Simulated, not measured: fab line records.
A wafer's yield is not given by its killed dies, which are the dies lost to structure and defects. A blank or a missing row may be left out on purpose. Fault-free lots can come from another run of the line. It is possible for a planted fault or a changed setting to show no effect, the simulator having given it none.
Matching of chambers + flow sky130 + 3 sister chambers for SKY_CAPM_CVD_00 on pecvd-03
The step deposits SiO2, target thk 15.5 nm. 6 wafers are shown with their chamber, then 9 later ones without.

EACH WAFER AND ITS CHAMBER
| wafer  | chamber | rfFwdPowerW (W) | heaterPowerW (W) |
|--------|---------|-----------------|------------------|
| L085.1 | 2       | 445.5           | 689              |
| L086.3 | 2       | 443.8           | 589              |
| L086.5 | 1       | 441.4           | 613              |
| L087.2 | 0       | 438.8           | 647              |
| L087.3 | 1       | 443.2           | 549              |
| L087.5 | 0       | 436.9           | 645              |

WAFERS MISSING THEIR CHAMBER
| wafer  | rfFwdPowerW (W) | heaterPowerW (W) |
|--------|-----------------|------------------|
| L089.1 | 445.7           | 572              |
| L089.3 | 442.8           | 602              |
| L089.6 | 441.5           | 593              |
| L092.1 | 445.0           | 591              |
| L092.2 | 438.1           | 570              |
| L092.3 | 439.4           | 593              |
| L097.1 | 438.8           | 693              |
| L097.3 | 444.0           | 562              |
| L097.4 | 439.8           | 692              |

EACH ONE'S CHAMBER
| wafer  | from the rows above     | in truth |
|--------|-------------------------|----------|
| L089.1 | can't be placed: 2 or 1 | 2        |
| L089.3 | can't be placed: 1 or 2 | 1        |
| L089.6 | can't be placed: 1 or 2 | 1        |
| L092.1 | can't be placed: 2 or 1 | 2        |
| L092.2 | can't be placed: 0 or 1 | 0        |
| L092.3 | can't be placed: 0 or 1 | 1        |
| L097.1 | 0                       | 0        |
| L097.3 | can't be placed: 1 or 2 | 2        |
| L097.4 | can't be placed: 0 or 1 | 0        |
Placed correctly: 1 of 9. Unplaceable from these rows: 8, with the true chamber sitting among the candidates in 8. Number placed wrongly: 0.
How it was worked out, from the rows above alone: a wafer's distance from a chamber is the root of the sum, over the readings, of the square of ((its reading less the chamber's mean) divided by the reading's scatter). The wafer belongs to the nearest chamber; if the next one is less than 2 further off, it can't be placed. Each chamber's mean is taken over the wafers shown for it. The scatter: take each reading less its chamber's mean, square it, sum over the shown wafers, divide by the number of wafers less the number of chambers, and take the root.
